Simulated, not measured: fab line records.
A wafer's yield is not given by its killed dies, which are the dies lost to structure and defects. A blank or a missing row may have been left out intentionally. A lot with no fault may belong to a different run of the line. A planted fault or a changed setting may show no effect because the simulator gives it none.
Struck lot and sound lot, side by side | flow sky130 | 16 out of 708 route steps
Sound: wafers L862.1, L862.3, L862.6. Wafers L868.2, L868.4, L868.6 were the ones struck. The cause is given at the end.
At each step with rows: each side's tool, then ch and its chambers, then its first start. Under that, the readings that differ: sound wafers | struck wafers | difference of the means | sigmas: that difference in standard deviations of wafers without a fault.
alike: readings whose means differ by less than 2 such deviations, and words and numbers that are the same on both sides. not compared: withheld readings, readings that some wafer has no value for, bounds like >300 that may hide the same value, and numbers for which the record gives no deviation and whose values overlap.
The two part at a step that has a row with sigmas, a row that says differs or no value, or rows on one side only. Numbers that have no deviation but don't overlap get no sigmas and don't part them. A reading that every wafer of one side lacks parts them only if that side has two wafers or more.

first, 2 steps without rows for these wafers: SKY_METAL4_PEB_11; SKY_METAL4_DEVELOP_12 (develop time 60 s).
SKY_METAL4_CD_MEAS_13 targets a cd of 300 nm.
  sound on cdSem-02 at day 41 19:29; struck on cdSem-01 at day 43 16:09
  alike: cdNm
SKY_METAL4_OVL_MEAS_14:
  sound on overlay-01 at day 41 19:36; struck on overlay-01 at day 43 16:16
  alike: METAL4_OVL
then, 1 step without rows for these wafers: SKY_METAL4_DESCUM_15 (chemistry O2, time 8 s).
SKY_METAL4_ETCH_16: etches BARC in N2/H2, stops on SiO2, time 88.2 s, target depth 60 nm.
  sound on rieMetal-01 ch 0,1, day 41 19:40; struck on rieMetal-02 ch 0, day 43 16:23
  alike: drypumpMotorCurrentA, h2FlowSccm, heBacksideLeakSccm, oesProductAu, throttleValvePct
  not compared: rfHoursCounterH
SKY_METAL4_ETCH_17: etches SiO2 in C4F8/O2/Ar, stops on TiN, time 3.9 s, target depth 15 nm.
  sound on rieDiel-02 ch 1,2,3, day 41 19:46; struck on rieDiel-04 ch 0,2,3, day 43 16:33
  alike: oesProductAu
  not compared: rfHoursCounterH
SKY_METAL4_METAL_ETCH_18: etches the open film in Cl2/BCl3, stops on SiO2, target depth 845 nm, time 183.1 s.
  sound on rieMetal-04 ch 0,1, day 41 19:47; struck on rieMetal-01 ch 0,1, day 43 16:34
  alike: drypumpMotorCurrentA, heBacksideLeakSccm, oesProductAu, throttleValvePct
  not compared: rfHoursCounterH
SKY_METAL4_STRIP_19: strips in O2/N2.
  sound on plasmaAsher-02 ch 0,1, day 41 19:58; struck on plasmaAsher-04 ch 0,1, day 43 16:45
  alike: drypumpMotorCurrentA, oesProductAu, stripTimeToEndpointS
  not compared: rfHoursCounterH
then, 3 steps without rows for these wafers: SKY_METAL4_STRIP_20 (strips in post etch residue remover, time 1200 s); SKY_METAL4_CLEAN_21 (cleans in IPA, time 180 s); SKY_METAL4_CLEAN_22 (cleans in O3/DIW).
SKY_VIA4_HDPCVD_00: deposits SiO2, target thk 1750 nm, time 291.7 s.
  sound on hdpcvd-01 ch 1,2, day 41 20:34; struck on hdpcvd-01 ch 0,1,2, day 43 17:20
reading                                 | sound             | struck            | difference | sigmas
runLengthS (s)                          | 320.0 320.1 319.5 | 296.5 294.8 295.6 | -24.2      | -48
model.SiO2_of_VIA4_HDPCVD_00.thkNm (nm) | 1757 1733 1743    | 1579 1607 1600    | -149       | 
  alike: pressureMtorr
SKY_VIA4_THK_MEAS_01:
  sound on filmMetro-02 at day 41 20:44; struck on filmMetro-04 at day 43 17:32
reading              | sound          | struck         | difference | sigmas
VIA4_HDPCVD_THK (nm) | 1755 1732 1744 | 1579 1608 1600 | -148       | -10
SKY_VIA4_CMP_02: polishes SiO2.
  sound on cmp-01 ch 0,1,3, day 41 20:48; struck on cmp-02 ch 0,1,3, day 43 17:41
  alike: motorCurrentA
-- the record jumps here: 4 days lie between the struck wafers' starts before and after (it left off in module VIA4 and takes up again in module PAD_OPEN, whose first step shown is number 708 of the route) --
SKY_PAD_OPEN_PROBE_99:
  sound on prober-02 at day 45 21:59; struck on prober-02 at day 47 12:23
  alike: defectLimitedYield, killed_at_M0_to_M3, killed_at_M4_up, killedAtContacts, killedAtFrontEnd, killedAtOther, killedDies, killedOnRim, killedOpen, killedShort, sort_bin_3_pad_short, sort_bin_5_function, sort_bin_6_memory, sortNPass, sortYieldPct

WHERE THEY PART
Earliest at SKY_VIA4_HDPCVD_00; latest, in this record, at SKY_VIA4_THK_MEAS_01. Later steps at which nothing parts them and some readings are alike: SKY_VIA4_CMP_02, SKY_PAD_OPEN_PROBE_99.

WHY: the cause the simulator had injected
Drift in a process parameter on hdpcvd-01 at SKY_VIA4_HDPCVD_00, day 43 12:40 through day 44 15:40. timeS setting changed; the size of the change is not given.
